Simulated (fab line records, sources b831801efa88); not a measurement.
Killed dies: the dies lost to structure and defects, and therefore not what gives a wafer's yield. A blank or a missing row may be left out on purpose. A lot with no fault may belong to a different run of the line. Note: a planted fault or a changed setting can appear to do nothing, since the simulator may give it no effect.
The tool behind it: which one? | flow sfqLine | at 1 step of a route of 325, 15 lots with 45 wafers sampled

## WHAT EACH GAUGE READ, for each wafer
The record lacks any reading of a measuring or inspecting step that a usual standard deviation could be used to judge.

## WHAT TOOL EACH LOT RAN ON (gives the tool, then ch and the chambers of the sampled wafers, and finally the start)
lot  | SFQ_TRILAYER_M8_LITHO_EXPOSE_194
L543 | krfScanner-02 ch 0, day 70 09:47
L545 | krfScanner-02 ch 0, day 70 15:35
L548 | krfScanner-02 ch 0, day 71 18:56
L549 | krfScanner-02 ch 0, day 71 22:20
L550 | krfScanner-02 ch 0, day 72 02:20
L551 | krfScanner-02 ch 0, day 72 03:08
L552 | krfScanner-02 ch 0, day 72 15:32
L553 | krfScanner-02 ch 0, day 72 21:14
L555 | krfScanner-02 ch 0, day 73 03:26
L556 | krfScanner-02, day 73 06:50
L557 | krfScanner-02, day 73 16:52
L558 | krfScanner-02, day 73 21:53
L563 | krfScanner-01 ch 0, day 77 09:04
L564 | krfScanner-01 ch 0, day 77 10:52
L565 | krfScanner-01 ch 0, day 77 15:16
- SFQ_TRILAYER_M8_LITHO_EXPOSE_194: exposes mask M8, target cd 2000 nm.

## WHAT THE TOOLS THEMSELVES READ (means of the sampled wafers that have a number; where no wafer has one, the mark that the record gives instead)
SFQ_TRILAYER_M8_LITHO_EXPOSE_194. Usual: exposureDoseMJCm2 14.401, standard deviation 0.014; focusOffsetNm 0.0 nm, standard deviation 0.56; stageVelMmS 499.98 mm/s, standard deviation 0.24.
lot  | tool          | exposureDoseMJCm2 | focusOffsetNm (nm) | stageVelMmS (mm/s) | flag
L543 | krfScanner-02 | 14.395            | 0.4                | 500.11             | 
L545 | krfScanner-02 | 14.399            | 0.4                | 499.98             | 
L548 | krfScanner-02 | 14.408            | -0.2               | 500.20             | 
L549 | krfScanner-02 | 14.408            | -0.9               | 500.06             | 
L550 | krfScanner-02 | 14.398            | -0.7               | 499.93             | 
L551 | krfScanner-02 | 14.401            | -0.2               | 499.95             | 
L552 | krfScanner-02 | 14.392            | 0.1                | 500.06             | 
L553 | krfScanner-02 | 14.425            | -0.6               | 500.07             | 
L555 | krfScanner-02 | 14.404            | 0.3                | 500.03             | 
L556 | krfScanner-02 | -                 | -                  | -                  | OFF
L557 | krfScanner-02 | -                 | -                  | -                  | OFF
L558 | krfScanner-02 | -                 | -                  | -                  | OFF
L563 | krfScanner-01 | 14.401            | 0.1                | 500.20             | 
L564 | krfScanner-01 | 14.391            | 0.4                | 500.28             | 
L565 | krfScanner-01 | 14.380            | 0.5                | 500.11             | 

## THE ANSWER, worked out from the rows above alone
Rule: a lot counts as off when the mean over its wafers that have a number is more than 3 standard deviations away from the usual mean. Also off: a lot with no number at a reading for which 4 or more lots have one. The other lots that the step has rows for count as sound. After the gauges, taken in route order, come the tools' own readings; for these a lot's mean is taken, as printed above. At the first step where some lot is off, the reading lying furthest off is the one used; lots without a number count as furthest.
Off at SFQ_TRILAYER_M8_LITHO_EXPOSE_194 (exposureDoseMJCm2): L556, L557, L558. Without a number there: L556, L557, L558.
If a tool, at that step or one of the process steps before it, ran each lot that is off and ran no sound lot following the first of them, it fits. One fits: SFQ_TRILAYER_M8_LITHO_EXPOSE_194 on krfScanner-02. A fault onset in the window from L555 (day 73 03:26, its last sound lot) to L556 (day 73 06:50, its first lot off) fits.
Blank at SFQ_TRILAYER_M8_LITHO_EXPOSE_194 on the lots that are off, where sound lots have numbers: exposureDoseMJCm2, focusOffsetNm, stageVelMmS.

## WHAT THE SIMULATOR PUT IN
Skipped step whole: krfScanner-02, from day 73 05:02 on, at SFQ_TRILAYER_M8_LITHO_EXPOSE_194. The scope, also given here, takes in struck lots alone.
Shown lots that were struck: L556, L557, L558. The same result came from the rule above.
